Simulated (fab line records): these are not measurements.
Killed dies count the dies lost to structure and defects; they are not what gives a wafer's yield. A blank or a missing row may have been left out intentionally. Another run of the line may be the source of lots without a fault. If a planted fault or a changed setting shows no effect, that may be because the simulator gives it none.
fab line records -- flow sky130
record: lots: 5, wafers: 14, lastDay: 49
route steps=708 shown VIA4@651 METAL5@661 PAD_OPEN@708
lots that met no fault: from a run of the same line without faults
startH: hours from the record's first day to the start of the lot's first wafer shown -- waitH: how many hours have passed since the lot's step before this one -- " unchanged from the row above -- L1.1+2: one row covering several wafers at once -- - value missing, or start not given -- * or withheld: withheld -- < > ~ a bound
route shown NAME@n: NAME is a module with steps in the file, n the number in the route of the first one -- usual: the fault-free wafers' mean and standard deviation -- same: alike in all rows -- chamber/n: place in a boat -- sites: per-site readings -- _std_site: the values' standard deviation -- _edge_site: outer sites' mean less inner sites' -- radiusMm: for every site, how far away it sits from the centre of the wafer -- mask NAME#n: copy n -- behind: tool/chamber where the wafer was last shaped -- hold: the reason the lot was held/the length of the hold in hours/how it ended -- device: the transistor (n, p or np) that didn't switch -- end of line: the same wafers' tests at the end of the route -- a step with no rows: only its recipe -- killed: the dies lost at the first sort to structure and to defects; this is not the yield of the wafer -- map: a wafer's dies, marking killed ones x, the rest . and places with no die _
set.NAME: the setting the step ran with; set.NAME@STEP: the setting that earlier step ran with -- model.NAME: the simulator's own value behind a step, which no gauge read
lots at selected steps of the route; one table per step, one row per wafer
services: from which hour (startH, from the record's first day; less than 0 if before it) a tool's chamber was out of use, for how many hours, and why
== steps ==
step: SKY_VIA4_ETCH_12
recipe: target: SiO2, chemistry: C4F8/O2/Ar, stopOn: TiN, maskMaterial: NOVOLAK, sourceW: 1500, biasW: 1200, pressureMtorr: 40, c4f8FlowSccm: withheld, O2_flow_sccm: 6, Ar_flow_sccm: 300, timeS: withheld, targetDepthA: 5800
usual: oesProductAu: 0.926/0.0045
lot.wafer,tool,chamber,startH,waitH,oesProductAu
L311.3,rieDiel-01,3,1035.50,0.0,0.931
L311.5,rieDiel-01,1,1035.50,0.0,0.930
L311.6,rieDiel-01,0,1035.50,0.0,0.921
L317.2,rieDiel-01,1,1101.60,0.0,0.927
L317.3,rieDiel-01,0,1101.60,0.0,0.924
L317.6,rieDiel-01,1,1101.60,0.0,0.924
L315.2,rieDiel-03,1,1102.34,0.0,0.919
L315.5,rieDiel-03,3,1102.34,0.0,0.930
L323.3,rieDiel-03,3,1110.74,0.0,0.930
L323.4,rieDiel-03,0,1110.74,0.0,0.925
L323.6,rieDiel-03,1,1110.74,0.0,0.935
L326.2,rieDiel-04,3,1110.99,0.0,0.927
L326.5,rieDiel-04,0,1110.99,0.0,0.923
L326.6,rieDiel-04,3,1110.99,0.0,0.931
step: SKY_VIA4_STRIP_13
recipe: chemistry: O2/N2, powerW: 1400, pressureMtorr: 1500, platenTempC: withheld, o2FlowSccm: 3000, n2FlowSccm: 300, overashFraction: 0.5
step: SKY_VIA4_STRIP_14
recipe: chemistry: postEtchResidueRemover, timeS: 1200, tempC: 72.5
step: SKY_VIA4_CLEAN_15
recipe: chemistry: IPA, timeS: 180, tempC: 25
step: SKY_VIA4_CLEAN_16
recipe: chemistry: O3/DIW, dry: n2Spin
step: SKY_VIA4_SPUTTER_17
recipe: material: TiN, targetThkNm: 20, chamberPressurePa: 5, powerW: 4000, timeS: 80
usual: throttleValvePct: 29.9/1.1
lot.wafer,tool,chamber,startH,waitH,throttleValvePct
L311.3,pvdSputter-03,-,1036.16,0.0,29.8
L311.5,pvdSputter-03,-,1036.16,0.0,29.7
L311.6,pvdSputter-03,-,1036.16,0.0,31.3
L317.2,pvdSputter-01,-,1102.27,0.0,28.6
L317.3,pvdSputter-01,-,1102.27,0.0,28.7
L317.6,pvdSputter-01,-,1102.27,0.0,28.5
L315.2,pvdSputter-01,-,1103.03,0.0,29.0
L315.5,pvdSputter-01,-,1103.03,0.0,28.4
L323.3,pvdSputter-01,-,1111.47,0.0,28.9
L323.4,pvdSputter-01,-,1111.47,0.0,29.0
L323.6,pvdSputter-01,-,1111.47,0.0,28.7
L326.2,pvdSputter-02,-,1112.18,0.0,30.0
L326.5,pvdSputter-02,-,1112.18,0.0,29.1
L326.6,pvdSputter-02,-,1112.18,0.0,30.9
step: SKY_VIA4_CVD_18
recipe: material: W, targetThkNm: 505, timeS: 152.14, tempC: 400, pressureTorr: 40
usual: heaterPowerW: 781/61
lot.wafer,tool,chamber,startH,waitH,heaterPowerW
L311.3,cvdW-02,0,1036.38,0.2,735
L311.5,cvdW-02,1,1036.38,0.2,841
L311.6,cvdW-02,0,1036.38,0.2,761
L317.2,cvdW-02,1,1102.33,0.0,880
L317.3,cvdW-02,1,1102.33,0.0,858
L317.6,cvdW-02,0,1102.33,0.0,728
L315.2,cvdW-02,0,1103.09,0.0,745
L315.5,cvdW-02,0,1103.09,0.0,749
L323.3,cvdW-02,1,1111.58,0.1,853
L323.4,cvdW-02,0,1111.58,0.1,735
L323.6,cvdW-02,1,1111.58,0.1,882
L326.2,cvdW-02,1,1112.24,0.0,852
L326.5,cvdW-02,1,1112.24,0.0,844
L326.6,cvdW-02,0,1112.24,0.0,751
step: SKY_VIA4_RS_MEAS_19
recipe: thkMeasGauge: four-point-probe, reads: W_of_VIA4_CVD_18+TiN_of_VIA4_SPUTTER_17
usual: VIA4_W_RS: 0.226/0.0035
lot.wafer,tool,chamber,startH,waitH,VIA4_W_RS[ohm/sq]
L311.3,filmMetro-03,-,1036.52,0.1,0.221
L311.5,filmMetro-03,-,1036.52,0.1,0.227
L311.6,filmMetro-03,-,1036.52,0.1,0.221
L317.2,filmMetro-03,-,1102.51,0.1,0.229
L317.3,filmMetro-03,-,1102.51,0.1,0.227
L317.6,filmMetro-03,-,1102.51,0.1,0.222
L315.2,filmMetro-01,-,1103.41,0.3,0.225
L315.5,filmMetro-01,-,1103.41,0.3,0.225
L323.3,filmMetro-02,-,1111.72,0.1,0.228
L323.4,filmMetro-02,-,1111.72,0.1,0.223
L323.6,filmMetro-02,-,1111.72,0.1,0.231
L326.2,filmMetro-03,-,1112.41,0.1,0.229
L326.5,filmMetro-03,-,1112.41,0.1,0.229
L326.6,filmMetro-03,-,1112.41,0.1,0.224
step: SKY_VIA4_THK_MEAS_20
recipe: thkMeasGauge: xrf, reads: W_of_VIA4_CVD_18
usual: VIA4_W_THK: 499/9.6
lot.wafer,tool,chamber,startH,waitH,VIA4_W_THK[nm]
L311.3,filmMetro-03,-,1036.62,0.1,518
L311.5,filmMetro-03,-,1036.62,0.1,499
L311.6,filmMetro-03,-,1036.62,0.1,516
L317.2,filmMetro-03,-,1102.62,0.1,499
L317.3,filmMetro-03,-,1102.62,0.1,504
L317.6,filmMetro-03,-,1102.62,0.1,515
L315.2,filmMetro-01,-,1103.52,0.1,496
L315.5,filmMetro-01,-,1103.52,0.1,495
L323.3,filmMetro-02,-,1111.82,0.1,491
L323.4,filmMetro-02,-,1111.82,0.1,505
L323.6,filmMetro-02,-,1111.82,0.1,483
L326.2,filmMetro-03,-,1112.52,0.1,498
L326.5,filmMetro-03,-,1112.52,0.1,500
L326.6,filmMetro-03,-,1112.52,0.1,508
step: SKY_VIA4_CMP_21
recipe: stopOn: SiO2, tOverpolishS: 25, downForcePsi: 3.5, platenRpm: 60, targetThkNm: 0, padVelocityMS: 0.94248
step: SKY_METAL5_SPUTTER_00
recipe: material: Ti, targetThkNm: 15, powerW: 3000, timeS: 10, chamberPressurePa: 0.4
usual: throttleValvePct: 30.1/1.1
lot.wafer,tool,chamber,startH,waitH,throttleValvePct
L311.3,pvdSputter-01,-,1036.98,0.2,28.5
L311.5,pvdSputter-01,-,1036.98,0.2,30.7
L311.6,pvdSputter-01,-,1036.98,0.2,28.8
L317.2,pvdSputter-03,-,1103.09,0.1,31.5
L317.3,pvdSputter-03,-,1103.09,0.1,32.1
L317.6,pvdSputter-03,-,1103.09,0.1,30.0
L315.2,pvdSputter-03,-,1103.87,0.1,31.5
L315.5,pvdSputter-03,-,1103.87,0.1,31.2
L323.3,pvdSputter-04,-,1112.16,0.2,28.8
L323.4,pvdSputter-04,-,1112.16,0.2,29.9
L323.6,pvdSputter-04,-,1112.16,0.2,30.6
L326.2,pvdSputter-01,-,1112.87,0.2,30.6
L326.5,pvdSputter-01,-,1112.87,0.2,28.7
L326.6,pvdSputter-01,-,1112.87,0.2,30.4
step: SKY_METAL5_SPUTTER_01
recipe: material: TiN, targetThkNm: 20, powerW: 6500, timeS: 16.7, chamberPressurePa: 0.4
step: SKY_METAL5_SPUTTER_02
recipe: material: AlCu, targetThkNm: 1150, powerW: 10600, timeS: 61.2, chamberPressurePa: 0.4
usual: throttleValvePct: 30.1/1.1
lot.wafer,tool,chamber,startH,waitH,throttleValvePct,model.AlCu_of_METAL5_SPUTTER_02.thkNm
L311.3,pvdSputter-01,-,1037.03,0.0,28.6,1127
L311.5,pvdSputter-01,-,1037.03,0.0,30.6,1121
L311.6,pvdSputter-01,-,1037.03,0.0,28.8,1126
L317.2,pvdSputter-03,-,1103.14,0.0,31.6,1143
L317.3,pvdSputter-03,-,1103.14,0.0,31.7,1112
L317.6,pvdSputter-03,-,1103.14,0.0,29.9,1138
L315.2,pvdSputter-03,-,1103.92,0.0,31.6,1143
L315.5,pvdSputter-03,-,1103.92,0.0,31.4,1102
L323.3,pvdSputter-04,-,1112.21,0.0,28.8,1196
L323.4,pvdSputter-04,-,1112.21,0.0,29.6,1183
L323.6,pvdSputter-04,-,1112.21,0.0,30.5,1167
L326.2,pvdSputter-01,-,1112.92,0.0,30.1,1134
L326.5,pvdSputter-01,-,1112.92,0.0,28.8,1143
L326.6,pvdSputter-01,-,1112.92,0.0,30.6,1139
step: SKY_METAL5_SPUTTER_03
recipe: material: Ti, targetThkNm: 5, powerW: 3000, timeS: 3.3, chamberPressurePa: 0.4
step: SKY_METAL5_SPUTTER_04
recipe: material: TiN, targetThkNm: 70, powerW: 6500, timeS: 58.3, chamberPressurePa: 0.4
step: SKY_METAL5_RS_MEAS_05
recipe: thkMeasGauge: four-point-probe, reads: TiN_of_METAL5_SPUTTER_04+Ti_of_METAL5_SPUTTER_03+AlCu_of_METAL5_SPUTTER_02+TiN_of_METAL5_SPUTTER_01+Ti_of_METAL5_SPUTTER_00
usual: METAL5_ALCU_RS: 0.0271/0.00041
lot.wafer,tool,chamber,startH,waitH,METAL5_ALCU_RS[ohm/sq]
L311.3,filmMetro-04,-,1037.19,0.1,0.0277
L311.5,filmMetro-04,-,1037.19,0.1,0.0278
L311.6,filmMetro-04,-,1037.19,0.1,0.0277
L317.2,filmMetro-04,-,1103.28,0.0,0.0272
L317.3,filmMetro-04,-,1103.28,0.0,0.0280
L317.6,filmMetro-04,-,1103.28,0.0,0.0274
L315.2,filmMetro-03,-,1104.06,0.0,0.0272
L315.5,filmMetro-03,-,1104.06,0.0,0.0282
L323.3,filmMetro-01,-,1112.37,0.1,0.0261
L323.4,filmMetro-01,-,1112.37,0.1,0.0263
L323.6,filmMetro-01,-,1112.37,0.1,0.0267
L326.2,filmMetro-03,-,1113.05,0.0,0.0274
L326.5,filmMetro-03,-,1113.05,0.0,0.0273
L326.6,filmMetro-03,-,1113.05,0.0,0.0273
step: SKY_METAL5_THK_MEAS_06
recipe: thkMeasGauge: xrf, reads: AlCu_of_METAL5_SPUTTER_02
usual: METAL5_ALCU_THK: 1114/18
lot.wafer,tool,chamber,startH,waitH,METAL5_ALCU_THK[nm]
L311.3,filmMetro-04,-,1037.29,0.1,1102
L311.5,filmMetro-04,-,1037.29,0.1,1092
L311.6,filmMetro-04,-,1037.29,0.1,1092
L317.2,filmMetro-04,-,1103.39,0.1,1105
L317.3,filmMetro-04,-,1103.39,0.1,1081
L317.6,filmMetro-04,-,1103.39,0.1,1107
L315.2,filmMetro-03,-,1104.17,0.1,1106
L315.5,filmMetro-03,-,1104.17,0.1,1059
L323.3,filmMetro-01,-,1112.47,0.1,1151
L323.4,filmMetro-01,-,1112.47,0.1,1138
L323.6,filmMetro-01,-,1112.47,0.1,1124
L326.2,filmMetro-03,-,1113.16,0.1,1100
L326.5,filmMetro-03,-,1113.16,0.1,1106
L326.6,filmMetro-03,-,1113.16,0.1,1102
step: SKY_METAL5_DEHYDRATE_07
recipe: tempC: 200, timeS: 60
step: SKY_METAL5_HMDS_08
recipe: primeTimeS: 60, primeTempC: 120
step: SKY_METAL5_COAT_09
recipe: resist: NOVOLAK, spinRpm: 3000, resistThkNm: 1800
step: SKY_METAL5_SOFTBAKE_10
recipe: tempC: 90, timeS: 60, resist: NOVOLAK
step: SKY_METAL5_EXPOSE_11
recipe: maskId: MM5, na: 0.6, sourceShape: conventional, sigmaOuter: 0.6, polarization: unpolarized, targetCdNm: 1600, doseMj: 190
step: SKY_METAL5_PEB_12
recipe: tempC: withheld, timeS: *, resist: NOVOLAK
step: SKY_METAL5_DEVELOP_13
recipe: resist: NOVOLAK, developer: TMAH, developTimeS: 60, devTempC: 23
step: SKY_METAL5_DESCUM_14
recipe: chemistry: O2, sourcePowerW: 150, biasPowerW: 0, pressureMtorr: 10, tempC: 40, timeS: 11
usual: drypumpMotorCurrentA: 5.6/0.54, oesProductAu: 1.003/0.014
lot.wafer,tool,chamber,startH,waitH,drypumpMotorCurrentA,oesProductAu,rfHoursCounterH
L311.3,rieMetal-02,1,1058.11,0.1,5.3,1.017,-
L311.5,rieMetal-02,0,1058.11,0.1,6.5,1.009,-
L311.6,rieMetal-02,1,1058.11,0.1,5.3,1.020,-
L317.2,rieMetal-04,0,1123.06,0.1,5.8,1.007,21
L317.3,rieMetal-04,0,1123.06,0.1,5.9,1.010,-
L317.6,rieMetal-04,0,1123.06,0.1,5.9,1.003,-
L315.2,rieMetal-02,0,1123.50,0.1,6.5,1.001,22
L315.5,rieMetal-02,0,1123.50,0.1,6.5,0.992,-
L323.3,rieMetal-04,1,1132.23,0.1,5.2,1.001,-
L323.4,rieMetal-04,0,1132.23,0.1,5.9,1.006,-
L323.6,rieMetal-04,0,1132.23,0.1,5.8,1.004,-
L326.2,rieMetal-02,0,1133.05,0.1,6.5,1.001,24
L326.5,rieMetal-02,1,1133.05,0.1,5.3,1.012,-
L326.6,rieMetal-02,0,1133.05,0.1,6.5,1.002,-
step: SKY_METAL5_METAL_ETCH_15
recipe: targetDepthA: 12600, stopOn: SiO2, overEtchFrac: 0.2, timeS: 252, chemistry: Cl2/BCl3, resistSidewallDeg: 86, pressureMtorr: 10, icpW: 900, biasW: 48.5, Cl2_flow_sccm: 60, bcl3FlowSccm: 30
usual: bcl3FlowSccm: 30.00/0.091, drypumpMotorCurrentA: 5.6/0.54, oesProductAu: 0.894/0.0052, throttleValvePct: 22.265/0.009
lot.wafer,tool,chamber,startH,waitH,bcl3FlowSccm,drypumpMotorCurrentA,oesProductAu,rfHoursCounterH,throttleValvePct,model.METAL5.featureDepthNm,model.etch.depthNm
L311.3,rieMetal-02,1,1058.21,0.1,29.96,5.3,0.894,-,22.261,1256,1256
L311.5,rieMetal-02,0,1058.21,0.1,30.06,6.5,0.896,-,22.279,1251,1251
L311.6,rieMetal-02,1,1058.21,0.1,29.88,5.3,0.901,-,22.263,1257,1257
L317.2,rieMetal-04,0,1123.10,0.0,29.90,5.8,0.888,22,22.255,1253,1253
L317.3,rieMetal-04,0,1123.10,0.0,29.98,5.8,0.886,-,22.270,1242,1242
L317.6,rieMetal-04,0,1123.10,0.0,29.90,5.8,0.894,-,22.264,1268,1268
L315.2,rieMetal-02,0,1123.54,0.0,30.08,6.5,0.890,22,22.260,1255,1255
L315.5,rieMetal-02,0,1123.54,0.0,30.04,6.5,0.878,-,22.272,1233,1233
L323.3,rieMetal-04,1,1132.33,0.1,30.03,5.2,0.896,-,22.258,1272,1272
L323.4,rieMetal-04,0,1132.33,0.1,30.12,5.8,0.899,-,22.262,1257,1257
L323.6,rieMetal-04,0,1132.33,0.1,30.02,5.8,0.896,-,22.257,1262,1262
L326.2,rieMetal-02,0,1133.09,0.0,30.03,6.5,0.897,24,22.263,1266,1266
L326.5,rieMetal-02,1,1133.09,0.0,29.98,5.3,0.897,-,22.266,1255,1255
L326.6,rieMetal-02,0,1133.09,0.0,29.94,6.5,0.890,-,22.280,1250,1250
step: SKY_METAL5_STRIP_16
recipe: chemistry: O2/N2, powerW: 1400, pressureMtorr: 1500, platenTempC: withheld, o2FlowSccm: 3000, n2FlowSccm: 300, overashFraction: 0.5
step: SKY_PAD_OPEN_PROBE_99
usual: defectLimitedYield: 82.8/2, killed_at_M0_to_M3: 42/7.3, killed_at_M4_up: 3.4/2, killedAtContacts: 24/5.8, killedAtFrontEnd: 15/4.6, killedAtOther: 0.3/0.62, killedDies: 84/9.8, killedOpen: 47/6.9, killedShort: 38/6.3, sort_bin_3_pad_short: 0.8/0.38, sort_bin_5_function: 10.2/1.5, sort_bin_6_memory: 6.2/1.1, sortNPass: 408/9.8, sortYieldPct: 82.8/2
same: grossDies: 492, killedAtBackSide: 0, sort_bin_4_leakage[%]: 0, sort_bin_8_speed[%]: 0
lot.wafer,tool,chamber,startH,waitH,defectLimitedYield[%],killed_at_M0_to_M3,killed_at_M4_up,killedAtContacts,killedAtFrontEnd,killedAtOther,killedDies,killedOpen,killedShort,sort_bin_3_pad_short[%],sort_bin_5_function[%],sort_bin_6_memory[%],sortNPass,sortYieldPct[%],model.etest.met5.rsOhmSq,model.etest.met5.lineOhmUm
L311.3,prober-01,-,1102.36,0.2,84.8,37,4,17,17,0,75,34,41,1.6,8.5,5.1,417,84.8,0.02793,0.01751
L311.5,prober-01,-,1102.46,0.2,85.2,34,3,17,19,0,73,39,34,1.6,8.1,5.1,419,85.2,0.02766,0.01733
L311.6,prober-01,-,1102.51,0.2,81.9,46,3,19,21,0,89,51,38,0.8,11.8,5.5,403,81.9,0.02767,0.01736
L317.2,prober-01,-,1167.42,0.1,84.8,33,5,15,20,2,75,40,35,0.4,10.0,4.9,417,84.8,0.02733,0.01722
L317.3,prober-01,-,1167.47,0.2,81.3,41,6,20,25,0,92,53,39,0.4,11.2,7.1,400,81.3,0.02795,0.01759
L317.6,prober-01,-,1167.62,0.2,82.1,39,5,22,22,0,88,50,38,0.8,11.2,5.9,404,82.1,0.02782,0.01748
L315.2,prober-02,-,1168.25,0.1,83.9,42,2,13,22,0,79,52,27,0.2,9.6,6.3,413,83.9,0.02737,0.01707
L315.5,prober-02,-,1168.40,0.2,82.1,46,2,17,23,0,88,48,40,1.2,9.6,7.1,404,82.1,0.02826,0.01758
L323.3,prober-02,-,1176.01,0.2,81.7,54,2,25,9,0,90,48,42,1.4,10.2,6.7,402,81.7,0.02613,0.01632
L323.4,prober-02,-,1176.06,0.2,80.9,52,2,28,12,0,94,49,45,1.0,12.2,5.9,398,80.9,0.02664,0.01673
L323.6,prober-02,-,1176.16,0.2,82.1,41,4,23,20,0,88,46,42,0.2,10.6,7.1,404,82.1,0.02703,0.017
L326.2,prober-01,-,1177.12,0.1,83.5,36,4,21,20,0,81,47,34,0.4,8.7,7.3,411,83.5,0.02747,0.01711
L326.5,prober-01,-,1177.27,0.2,83.7,40,5,19,16,0,80,46,34,1.0,9.8,5.5,412,83.7,0.02732,0.01708
L326.6,prober-01,-,1177.32,0.2,81.5,41,2,27,21,0,91,50,41,0.4,11.4,6.7,401,81.5,0.0272,0.0169
killed by level:class
L311.3 METAL1:geometricParticle:short=9 VIA1:geometricParticle:open=8 POLY_GATE:geometricParticle:short=6 CONTACT:geometricParticle:open=6 METAL2:geometricParticle:short=6 LI_CONTACT:geometricParticle:open=5 POLY_CUT:geometricParticle:short=4 POLY_GATE:geometricParticle:open=3
L311.5 CONTACT:geometricParticle:open=7 POLY_GATE:geometricParticle:short=6 METAL1:geometricParticle:short=5 FIELD_ISO:geometricParticle:open=4 VIA2:geometricParticle:open=4 VIA1:geometricParticle:open=4 METAL3:geometricParticle:short=4 POLY_GATE:geometricParticle:open=3
L311.6 VIA1:geometricParticle:open=13 CONTACT:geometricParticle:open=7 METAL1:geometricParticle:short=7 POLY_GATE:geometricParticle:short=6 VIA3:geometricParticle:open=6 METAL2:geometricParticle:short=5 POLY_GATE:geometricParticle:open=5 VIA2:geometricParticle:open=5
L317.2 CONTACT:geometricParticle:open=7 VIA1:geometricParticle:open=7 POLY_GATE:geometricParticle:short=6 POLY_GATE:geometricParticle:open=6 VIA2:geometricParticle:open=4 VIA1:geometricParticle:short=4 METAL2:geometricParticle:short=4 VIA3:geometricParticle:open=4
L317.3 POLY_GATE:geometricParticle:open=11 VIA1:geometricParticle:open=11 METAL1:geometricParticle:short=8 VIA2:geometricParticle:open=7 POLY_GATE:geometricParticle:short=5 CONTACT:geometricParticle:open=5 FIELD_ISO:geometricParticle:open=4 LI_CONTACT:geometricParticle:open=4
L317.6 VIA1:geometricParticle:open=14 LI_CONTACT:geometricParticle:open=10 POLY_GATE:geometricParticle:short=8 POLY_GATE:geometricParticle:open=6 VIA2:geometricParticle:open=6 FIELD_ISO:geometricParticle:short=5 LOCAL_INTERCONNECT:geometricParticle:short=4 CONTACT:geometricParticle:open=4
L315.2 VIA1:geometricParticle:open=19 VIA3:geometricParticle:open=7 FIELD_ISO:geometricParticle:short=5 SPACER:geometricParticle:open=5 CONTACT:geometricParticle:open=5 FIELD_ISO:geometricParticle:open=4 POLY_GATE:geometricParticle:open=4 METAL1:geometricParticle:short=4
L315.5 VIA1:geometricParticle:open=14 CONTACT:geometricParticle:open=7 FIELD_ISO:geometricParticle:open=6 VIA3:geometricParticle:open=6 VIA1:geometricParticle:short=6 METAL2:geometricParticle:short=5 VIA2:geometricParticle:short=5 POLY_GATE:geometricParticle:short=4
L323.3 VIA1:geometricParticle:open=14 CONTACT:geometricParticle:open=9 LI_CONTACT:geometricParticle:open=8 VIA2:geometricParticle:open=8 METAL1:geometricParticle:short=7 VIA1:geometricParticle:short=6 VIA3:geometricParticle:open=6 LOCAL_INTERCONNECT:geometricParticle:short=5
L323.4 VIA1:geometricParticle:open=14 CONTACT:geometricParticle:open=8 METAL2:geometricParticle:short=8 VIA1:geometricParticle:short=8 LI_CONTACT:geometricParticle:open=7 VIA2:geometricParticle:open=7 CONTACT:geometricParticle:short=6 LOCAL_INTERCONNECT:geometricParticle:short=5
L323.6 CONTACT:geometricParticle:open=9 VIA1:geometricParticle:open=9 VIA3:geometricParticle:open=9 VIA2:geometricParticle:open=7 POLY_GATE:geometricParticle:short=6 LI_CONTACT:geometricParticle:open=6 METAL1:geometricParticle:short=5 FIELD_ISO:geometricParticle:short=4
L326.2 VIA1:geometricParticle:open=10 CONTACT:geometricParticle:open=8 FIELD_ISO:geometricParticle:open=4 FIELD_ISO:geometricParticle:short=4 LI_CONTACT:geometricParticle:open=4 VIA2:geometricParticle:open=4 VIA1:geometricParticle:short=4 METAL2:geometricParticle:short=4
L326.5 CONTACT:geometricParticle:open=11 VIA1:geometricParticle:open=11 FIELD_ISO:geometricParticle:short=5 METAL1:geometricParticle:short=5 VIA2:geometricParticle:open=5 CONTACT:geometricParticle:short=4 METAL4:geometricParticle:short=4 POLY_GATE:geometricParticle:open=3
L326.6 VIA1:geometricParticle:open=13 CONTACT:geometricParticle:open=8 CONTACT:geometricParticle:short=7 FIELD_ISO:geometricParticle:short=6 METAL3:geometricParticle:short=6 LOCAL_INTERCONNECT:geometricParticle:short=5 VIA3:geometricParticle:open=5 VIA1:geometricParticle:short=5
== services ==
tool,chamber,startH,hours,kind
pvdSputter-04,-,1020.20,3.7,repair
rieDiel-01,2,1021.52,14.5,repair
rieDiel-04,2,1030.46,1.3,repair
pvdSputter-03,1,1045.05,-,consumableReplace:kit
pvdSputter-03,1,1045.05,18.0,scheduledDown
pvdSputter-03,1,1045.05,18.0,ventCycle
rieDiel-04,2,1053.20,5.6,repair
pvdSputter-02,-,1054.30,2.3,repair
cvdW-02,0,1059.97,10.6,repair
pvdSputter-02,-,1061.65,1.5,repair
rieDiel-03,2,1093.71,-,clean
rieDiel-03,2,1093.71,15.5,scheduledDown
rieDiel-03,2,1093.71,15.5,ventCycle
rieDiel-04,1,1098.69,2.5,repair
pvdSputter-04,2,1104.85,-,consumableReplace:kit
pvdSputter-04,2,1104.85,18.0,scheduledDown
pvdSputter-04,2,1104.85,18.0,ventCycle
rieDiel-04,1,1105.97,5.7,repair
pvdSputter-02,0,1110.63,-,consumableReplace:kit
pvdSputter-01,-,1116.66,6.5,repair
cvdW-02,0,1122.67,1.3,repair
pvdSputter-03,0,1124.59,-,consumableReplace:kit
pvdSputter-03,0,1124.59,18.0,scheduledDown
pvdSputter-03,0,1124.59,18.0,ventCycle
== key ==
firstSign: step: SKY_METAL5_METAL_ETCH_15, reading: oesProductAu, direction: down, sigmas: 3.1, usual: 0.894, struck: 0.878
effect none on later readings
modelEffect: step: SKY_METAL5_SPUTTER_02, value: AlCu_of_METAL5_SPUTTER_02.thkNm, without: 1138, struck: 1102
modelEffect: step: SKY_METAL5_METAL_ETCH_15, value: METAL5.featureDepthNm, without: 1269, struck: 1233
modelEffect: step: SKY_PAD_OPEN_PROBE_99, value: etest.met5.rsOhmSq, without: 0.02736, struck: 0.02826
metAt SKY_METAL5_SPUTTER_02
struckWafers L315.5
onsetBetween 1103.14 1103.92
fault: kind: processParameterDrift, tool: pvdSputter-03, chamber: -, onsetH: 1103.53, steps: SKY_METAL5_SPUTTER_02, channel: timeS, offset: *, shape: step, endH: 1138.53, scope: struckWafersOnly, actsIn: *, stated: *
